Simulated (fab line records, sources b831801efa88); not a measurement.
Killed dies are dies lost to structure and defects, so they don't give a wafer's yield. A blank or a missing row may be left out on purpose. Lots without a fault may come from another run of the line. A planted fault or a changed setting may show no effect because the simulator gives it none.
fab line records | flow sfq_line
record lots=14 wafers=41 last_day=87
route steps=325 shown M4@149 A5B@210 I5@237
lots that met no fault: from a run of the same line without faults
start_h: hours from the record's first day to the start of the lot's first wafer shown | wait_h: hours since the lot's step before | " the same as in the row above | L1.1+2: a row that stands for several wafers | - no value, or no start given | * or withheld: withheld | < > ~ a bound
route shown NAME@n: a module of which the file shows steps, and the number in the route of the first | usual: mean/standard deviation of fault-free wafers | same: alike in all rows | chamber/n: place in a boat | sites: the reading at each site | _std_site: their standard deviation | _edge_site: outer sites' mean less inner sites' | radius_mm: how far each site lies from the wafer's centre | mask NAME#n: copy n | behind: the tool/chamber that last shaped the wafer | hold: why the lot was held/for how many hours/how that ended | device: the transistor (n, p or np) that didn't switch | end of line: the same wafers' tests at the end of the route | a step without rows: its recipe alone | killed: dies lost to structure and defects at the first sort, not the wafer's yield | map: a wafer's dies, x killed, . not, _ none there
set.NAME: the setting as run; set.NAME@STEP: as run at that earlier step | model.NAME: the simulator's own value behind a step, which no gauge read
steps of the route over a sample of lots; a table a step, a row a wafer
services: from which hour (start_h, from the record's first day; less than 0 if before it) a tool's chamber was out of use, for how many hours, and why
## steps
# step SFQ_TRILAYER_M4_DEP_SPUTTER_091
# recipe material=Nb base_pressure_pa=1.33e-06 chamber_pressure_pa=0.1333 substrate_temp_c=20 resputter_cathode_voltage_v=400 target_thk_nm=200 power_w=2000 time_s=133.3
# usual throttle_valve_pct=30.1/0.92
# columns lot.wafer tool chamber start_h wait_h throttle_valve_pct
L453.4 pvd_sputter-03 - 720.25 0.0 30.4
L453.5 " - " " 30.1
L453.6 " - " " 31.0
L454.1 pvd_sputter-04 - 731.20 0.0 29.1
L454.2 " - " " 30.7
L454.3 " - " " 28.8
L455.1 pvd_sputter-03 - 927.27 0.0 31.2
L455.2 " - " " 30.6
L455.6 " - " " 30.2
L456.1 pvd_sputter-06 - 934.19 0.0 28.0
L456.2 " - " " 31.2
L456.4 " - " " 29.8
L458.3 pvd_sputter-03 - 942.63 0.0 30.9
L458.4 " - " " 31.0
L458.5 " - " " 31.0
L459.1 pvd_sputter-06 - 1070.21 0.0 31.5
L459.4 " - " " 27.9
L459.6 " - " " 27.9
L461.2 pvd_sputter-06 - 1096.09 0.0 31.2
L461.3 " - " " 29.9
L461.5 " - " " 31.3
L462.1 pvd_sputter-04 - 1102.63 0.0 30.7
L462.3 " - " " 29.2
L462.4 " - " " 30.5
L463.1 pvd_sputter-06 - 1121.31 0.0 31.2
L463.3 " - " " 29.9
L463.4 " - " " 30.2
L464.2 pvd_sputter-03 - 1126.73 0.0 30.2
L464.5 " - " " 30.6
L464.6 " - " " 30.4
L467.4 pvd_sputter-04 - 1153.53 0.0 29.2
L467.6 " - " " 29.4
L469.2 pvd_sputter-04 - 1178.04 0.0 29.2
L469.3 " - " " 30.3
L469.6 " - " " 29.1
L472.3 pvd_sputter-06 - 1209.80 0.0 30.0
L472.4 " - " " 29.5
L472.6 " - " " 29.9
L476.1 pvd_sputter-06 - 1226.47 0.0 28.0
L476.3 " - " " 29.9
L476.5 " - " " 31.5
# step SFQ_M4_RS_MEAS_924
# recipe thk_meas_gauge=four-point-probe reads=Nb_of_TRILAYER_M4_DEP_SPUTTER_091
# usual M4_NB_RS=0.890/0.013
# columns lot.wafer tool chamber start_h wait_h hold M4_NB_RS[ohm/sq]
L453.4 film_metro-01 - 720.40 0.1 - 0.891
L453.5 " - " " - 0.896
L453.6 " - " " - 0.886
L454.1 film_metro-03 - 731.29 0.0 - 0.901
L454.2 " - " " - 0.893
L454.3 " - " " - 0.900
L455.1 film_metro-02 - 927.36 0.0 - 0.891
L455.2 " - " " - 0.890
L455.6 " - " " - 0.882
L456.1 film_metro-01 - 934.28 0.0 - 0.882
L456.2 " - " " - 0.867
L456.4 " - " " - 0.880
L458.3 film_metro-02 - 942.76 0.1 - 0.898
L458.4 " - " " - 0.895
L458.5 " - " " - 0.889
L459.1 film_metro-03 - 1070.30 0.0 - 0.883
L459.4 " - " " - 0.888
L459.6 " - " " - 0.900
L461.2 film_metro-03 - 1096.20 0.1 - 0.873
L461.3 " - " " - 0.869
L461.5 " - " " - 0.865
L462.1 film_metro-01 - 1102.72 0.0 - 0.912
L462.3 " - " " - 0.909
L462.4 " - " " - 0.897
L463.1 film_metro-03 - 1121.41 0.1 - 0.883
L463.3 " - " " - 0.888
L463.4 " - " " - 0.892
L464.2 film_metro-02 - 1126.84 0.1 - 0.897
L464.5 " - " " - 0.901
L464.6 " - " " - 0.890
L467.4 film_metro-02 - 1153.68 0.1 await_dispo/0.2h/release 0.893
L467.6 " - " " await_dispo/0.2h/release 1.892
L467.4 film_metro-02 - 1153.97 0.3 - 0.893
L467.6 " - " " - 1.888
L469.2 film_metro-02 - 1178.15 0.1 await_dispo/0.2h/release 0.885
L469.3 " - " " await_dispo/0.2h/release 1.872
L469.6 " - " " await_dispo/0.2h/release 1.867
L469.2 film_metro-02 - 1178.43 0.3 - 0.882
L469.3 " - " " - 1.875
L469.6 " - " " - 1.866
L472.3 film_metro-02 - 1209.93 0.1 - 0.870
L472.4 " - " " - 0.861
L472.6 " - " " - 0.864
L476.1 film_metro-02 - 1226.57 0.1 - 0.881
L476.3 " - " " - 0.879
L476.5 " - " " - 0.869
# step SFQ_TRILAYER_M4_ETCH_METAL_ETCH_096
# recipe target=Nb stop_on=SiO2 mask_material=PR chemistry=Cl2/Ar target_depth_nm=240 icp_w=600 bias_w=80 pressure_mtorr=10 time_s=120
# usual drypump_motor_current_A=5.6/0.51 he_backside_leak_sccm=3.48/0.29 oes_product_au=0.894/0.0081
# columns lot.wafer tool chamber start_h wait_h drypump_motor_current_A he_backside_leak_sccm oes_product_au rf_hours_counter_h
L453.4 rie_metal-03 1 858.45 0.1 4.8 3.39 0.898 -
L453.5 " 0 " " 6.1 3.80 0.889 -
L453.6 " 1 " " 4.8 3.32 0.893 -
L454.1 rie_metal-02 0 859.73 0.0 5.6 3.19 0.885 84
L454.2 " 1 " " 5.8 3.54 0.898 4
L454.3 " 1 " " 5.8 3.68 0.898 -
L455.1 rie_metal-01 1 932.08 0.0 6.0 3.31 0.897 117
L455.2 " 0 " " 5.2 3.23 0.895 100
L455.6 " 1 " " 6.0 3.23 0.901 -
L456.1 rie_metal-02 0 948.10 0.0 5.6 3.29 0.905 95
L456.2 " 1 " " 5.8 3.98 0.905 14
L456.4 " 0 " " 5.6 3.22 0.895 -
L458.3 rie_metal-03 0 950.54 0.1 6.2 3.61 0.887 -
L458.4 " 1 " " 4.8 3.33 0.885 -
L458.5 " 0 " " 6.2 3.52 0.892 -
L459.1 rie_metal-03 0 1072.96 0.0 6.1 3.43 0.895 88
L459.4 " 0 " " 6.1 3.61 0.892 -
L459.6 " 1 " " 4.8 5.84 0.895 -
L461.2 rie_metal-03 1 1098.71 0.0 4.8 3.43 0.908 39
L461.3 " 1 " " 4.8 3.64 0.914 -
L461.5 " 0 " " 6.1 3.63 0.907 -
L462.1 rie_metal-03 0 1105.25 0.0 6.2 3.88 0.881 92
L462.3 " 1 " " 4.8 3.60 0.888 -
L462.4 " 0 " " 6.1 3.61 0.887 -
L463.1 rie_metal-02 0 1123.94 0.0 5.6 3.34 0.899 118
L463.3 " 0 " " 5.6 3.32 0.886 -
L463.4 " 1 " " 5.7 3.75 0.894 -
L464.2 rie_metal-03 0 1129.34 0.0 6.2 3.56 0.892 96
L464.5 " 0 " " 6.2 3.47 0.890 -
L464.6 " 1 " " 4.8 3.50 0.896 -
L467.4 rie_metal-01 1 1163.51 0.1 6.0 3.64 0.895 -
L467.6 " 1 " " 6.0 3.26 0.626 -
L469.2 rie_metal-02 1 1203.48 0.1 5.8 3.44 0.902 -
L469.3 " 1 " " 5.8 3.62 0.632 -
L469.6 " 1 " " 5.7 3.57 0.627 -
L472.3 rie_metal-03 0 1212.46 0.1 6.1 3.64 0.904 -
L472.4 " 1 " " 4.8 3.51 0.908 -
L472.6 " 0 " " 6.1 3.64 0.904 -
L476.1 rie_metal-01 1 1229.10 0.0 6.0 3.12 0.901 23
L476.3 " 1 " " 6.0 3.19 0.903 -
L476.5 " 1 " " 6.0 3.12 0.908 -
# step SFQ_TRILAYER_A5B_CMP_CMP_130
# recipe stop_on=Nb down_force_psi=3 platen_rpm=60 target_thk_nm=340.7
# usual edge_zone_pressure_frac=1.001/0.0049 motor_current_A=10.0/0.96 retaining_ring_pressure_frac=1.000/0.0051
# columns lot.wafer tool chamber start_h wait_h edge_zone_pressure_frac motor_current_A retaining_ring_pressure_frac
L453.4 cmp-02 3 1167.97 2.5 0.999 10.9 0.998
L453.5 " 2 1169.47 4.0 1.003 11.6 0.997
L453.6 " 3 " " 0.997 10.9 1.000
L454.3 cmp-01 2 1170.03 4.2 0.994 9.4 1.002
L454.1 " 0 1171.03 5.2 0.992 9.5 1.003
L454.2 " 1 " " 0.999 8.8 1.001
L455.2 cmp-02 2 1242.59 0.1 1.006 11.5 1.010
L455.1 " 1 1244.09 1.6 0.998 10.3 0.995
L455.6 " 2 " " 1.003 11.4 1.009
L456.2 cmp-01 3 1243.47 0.0 1.006 10.2 1.001
L456.4 " 0 " " 1.009 9.4 0.992
L456.1 " 2 1244.97 1.5 0.991 9.1 0.998
L458.4 cmp-02 2 1248.74 1.5 0.997 11.1 0.997
L458.3 " 3 " " 0.997 10.6 1.001
L458.5 " 3 1251.24 4.0 0.999 10.8 1.001
L459.4 cmp-01 2 1250.51 2.4 1.007 10.1 0.996
L459.1 " 3 " " 1.005 9.8 1.000
L459.6 " 1 1252.01 3.9 1.007 8.5 1.003
L461.2 cmp-02 1 1254.74 3.0 1.006 10.7 0.997
L461.3 " 2 " " 1.005 11.0 1.002
L461.5 " 2 1257.24 5.5 1.001 11.3 0.998
L462.4 cmp-01 1 1266.01 2.9 0.998 8.5 0.998
L462.1 " 2 " " 1.005 9.7 1.001
L462.3 " 0 1267.51 4.4 1.002 9.8 0.996
L463.3 cmp-01 3 1275.24 2.6 0.989 9.6 1.001
L463.1 " 1 1276.24 3.6 0.996 8.6 0.999
L463.4 " 2 " " 1.007 9.2 1.007
L464.2 cmp-02 2 1287.50 6.1 0.996 11.1 0.999
L464.6 " 3 " " 1.001 10.2 1.003
L464.5 " 0 " " 1.006 8.8 0.995
L467.4 cmp-02 2 1315.00 2.0 0.995 11.4 0.994
L467.6 " 0 1316.00 3.0 0.996 8.9 0.990
L469.3 cmp-01 2 1362.68 0.5 0.997 9.2 1.002
L469.2 " 1 1364.18 2.0 1.004 7.9 0.999
L469.6 " 2 " " 0.996 9.8 1.002
L472.4 cmp-01 3 1378.34 0.7 1.002 9.7 1.005
L472.3 " 0 " " 1.002 9.7 0.994
L472.6 " 3 1380.34 2.7 1.000 10.2 1.001
L476.1 cmp-02 3 1529.22 0.1 0.994 10.8 0.989
L476.3 " 1 1530.22 1.0 0.994 9.9 0.998
L476.5 " 0 1531.72 2.5 0.997 9.7 1.005
# step SFQ_TRILAYER_I5_ETCH_VIA_ETCH_147
# recipe stop_on=Nb mask_material=PR chemistry=CHF3 target_depth_nm=360 source_w=500 bias_w=80 pressure_mtorr=30 time_s=withheld
# usual drypump_motor_current_A=5.6/0.49 oes_product_au=0.989/0.0065
# columns lot.wafer tool chamber start_h wait_h drypump_motor_current_A oes_product_au
L453.4 rie_diel-01 2 1454.85 0.0 5.8 0.994
L453.5 " 3 " " 6.1 0.993
L453.6 " 2 " " 5.8 0.990
L454.1 rie_diel-02 3 1456.05 0.0 5.7 0.997
L454.2 " 0 " " 6.0 0.982
L454.3 " 1 " " 4.8 0.993
L455.1 rie_diel-01 0 1529.30 0.0 5.4 0.988
L455.2 " 1 " " 5.0 0.987
L455.6 " 0 " " 5.4 0.990
L456.1 rie_diel-02 0 1531.70 0.0 6.0 0.988
L456.2 " 3 " " 5.7 0.988
L456.4 " 2 " " 6.3 0.988
L458.3 rie_diel-01 1 1538.90 0.0 5.0 0.986
L458.4 " 2 " " 5.8 0.995
L458.5 " 0 " " 5.4 0.993
L459.1 rie_diel-04 3 1540.10 0.0 6.0 0.973
L459.4 " 1 " " 4.9 0.989
L459.6 " 0 " " 5.1 0.987
L461.2 rie_diel-02 0 1546.10 0.0 6.0 0.985
L461.3 " 3 " " 5.7 0.986
L461.5 " 1 " " 4.8 0.980
L462.1 rie_diel-01 3 1551.02 0.0 6.1 0.997
L462.3 " 2 " " 5.9 0.994
L462.4 " 0 " " 5.4 0.998
L463.1 rie_diel-02 0 1559.42 0.0 6.0 0.983
L463.3 " 1 " " 4.8 0.988
L463.4 " 2 " " 6.3 0.995
L464.2 rie_diel-04 1 1567.82 0.0 4.8 0.994
L464.5 " 1 " " 4.9 0.986
L464.6 " 0 " " 5.1 0.983
L467.4 rie_diel-01 1 1590.62 0.0 5.0 0.988
L467.6 " 1 " " 5.0 0.985
L469.2 rie_diel-01 2 1631.07 0.0 5.8 0.990
L469.3 " 1 " " 5.0 0.993
L469.6 " 3 " " 6.0 0.991
L472.3 rie_diel-01 2 1641.87 0.0 5.8 0.995
L472.4 " 0 " " 5.5 0.984
L472.6 " 1 " " 5.0 0.994
L476.1 rie_diel-04 2 1658.73 0.0 5.2 0.991
L476.3 " 3 " " 6.0 0.982
L476.5 " 2 " " 5.2 0.996
# step SFQ_TRILAYER_I5_STRIP_STRIP_148
# recipe gas=O2 power_w=200 platen_temp_c=40 overash_fraction=0.65 chemistry=O2 pressure_mtorr=50
# usual drypump_motor_current_A=5.63/0.26 he_backside_leak_sccm=3.34/0.28 oes_product_au=1.001/0.0083
# same overash_fraction=0.65
# columns lot.wafer tool chamber start_h wait_h drypump_motor_current_A he_backside_leak_sccm oes_product_au rf_hours_counter_h
L453.4 rie_metal-04 1 1455.20 - 5.69 3.18 1.003 -
L453.5 " 1 " " 5.67 2.97 0.997 -
L453.6 " 0 " " 5.57 3.16 0.988 -
L454.1 rie_metal-01 1 1456.20 - 6.01 3.41 0.999 56
L454.2 " 0 " " 5.22 3.29 0.980 39
L454.3 " 0 " " 5.24 3.19 0.992 -
L455.1 rie_metal-01 0 1529.45 - 5.20 3.22 1.005 47
L455.2 " 1 " " 5.99 3.37 1.006 63
L455.6 " 0 " " 5.23 3.17 0.999 -
L456.1 rie_metal-04 1 1531.85 - 5.67 3.21 1.005 32
L456.2 " 0 " " 5.58 3.15 0.983 48
L456.4 " 1 " " 5.69 3.24 0.999 -
L458.3 rie_metal-02 0 1539.25 - 5.58 3.24 1.012 -
L458.4 " 1 " " 5.79 3.41 1.011 -
L458.5 " 1 " " 5.73 3.46 1.008 -
L459.1 rie_metal-04 0 1540.25 - 5.59 3.20 0.982 49
L459.4 " 0 " " 5.57 3.19 0.988 -
L459.6 " 0 " " 5.55 3.16 0.998 -
L461.2 rie_metal-01 1 1546.25 - 5.96 3.26 0.997 65
L461.3 " 0 " " 5.20 3.22 0.998 -
L461.5 " 0 " " 5.22 3.44 0.989 -
L462.1 rie_metal-01 1 1551.17 - 5.95 3.27 1.008 65
L462.3 " 0 " " 5.25 3.07 0.994 -
L462.4 " 1 " " 6.00 3.36 1.010 -
L463.1 rie_metal-02 0 1559.57 - 5.58 3.19 1.017 50
L463.3 " 1 " " 5.79 3.81 1.011 -
L463.4 " 0 " " 5.59 3.22 1.006 -
L464.2 rie_metal-01 0 1567.97 - 5.24 3.04 0.998 50
L464.5 " 0 " " 5.23 3.25 0.989 -
L464.6 " 1 " " 5.99 3.37 0.999 -
L467.4 rie_metal-01 1 1590.97 - 5.97 3.28 1.002 -
L467.6 " 1 " " 5.96 3.18 0.995 -
L469.2 rie_metal-04 1 1631.22 - 5.66 3.10 1.006 46
L469.3 " 1 " " 5.65 3.14 1.000 -
L469.6 " 1 " " 5.68 3.22 1.004 -
L472.3 rie_metal-01 1 1642.28 - 5.98 3.48 1.004 -
L472.4 " 0 " " 5.19 3.35 0.990 -
L472.6 " 1 " " 5.96 3.48 0.993 -
L476.1 rie_metal-02 0 1658.88 - 5.58 3.15 1.009 64
L476.3 " 0 " " 5.58 3.22 1.001 -
L476.5 " 0 " " 5.58 3.13 0.999 -
## services
# columns tool chamber start_h hours kind
rie_metal-02 - 698.30 4.0 repair
rie_metal-02 1 705.03 4.9 repair
rie_metal-01 - 725.69 1.1 repair
cmp-01 - 774.58 2.6 repair
rie_metal-03 - 792.23 2.8 pm
cmp-01 - 813.48 0.5 repair
cmp-01 - 832.17 2.0 repair
cmp-01 - 879.85 1.3 repair
rie_metal-03 - 895.33 0.3 repair
cmp-01 - 911.76 5.0 pm
rie_metal-02 1 911.86 9.9 repair
rie_metal-01 - 912.48 0.6 repair
cmp-01 - 916.74 4.0 pm
cmp-01 - 924.04 20.4 pm
rie_metal-02 - 948.83 2.8 pm
rie_metal-01 0 964.48 3.1 repair
rie_metal-02 1 991.21 3.6 repair
rie_metal-01 1 996.87 20.7 repair
rie_metal-01 - 1115.71 0.1 repair
rie_metal-01 - 1241.57 1.2 repair
rie_metal-01 - 1330.73 0.8 repair
rie_metal-01 0 1364.01 4.2 repair
rie_metal-01 - 1463.67 14.6 pm
rie_metal-01 - 1558.18 2.8 pm
## key
first_sign step=SFQ_M4_RS_MEAS_924 reading=visit direction=added
effect step=SFQ_M4_RS_MEAS_924 reading=M4_NB_RS direction=up sigmas=78 usual=0.890 struck=1.877
effect step=SFQ_TRILAYER_M4_ETCH_METAL_ETCH_096 reading=oes_product_au direction=down sigmas=33 usual=0.894 struck=0.628
met_at SFQ_TRILAYER_M4_DEP_SPUTTER_091
struck_lots L467,L469
struck_wafers L467.6,L469.3,L469.6
not_acting_at SFQ_TRILAYER_A5B_CMP_CMP_130,SFQ_TRILAYER_I5_ETCH_VIA_ETCH_147,SFQ_TRILAYER_I5_STRIP_STRIP_148
onset_between 1102.63 1153.53
fault kind=process_parameter_drift tool=pvd_sputter-04 chamber=- onset_h=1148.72 steps=SFQ_TRILAYER_M4_DEP_SPUTTER_091 channel=target_thk_nm offset=-104.83 shape=step end_h=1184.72 scope=struck_wafers_only acts_in=these_recipes_only stated=200
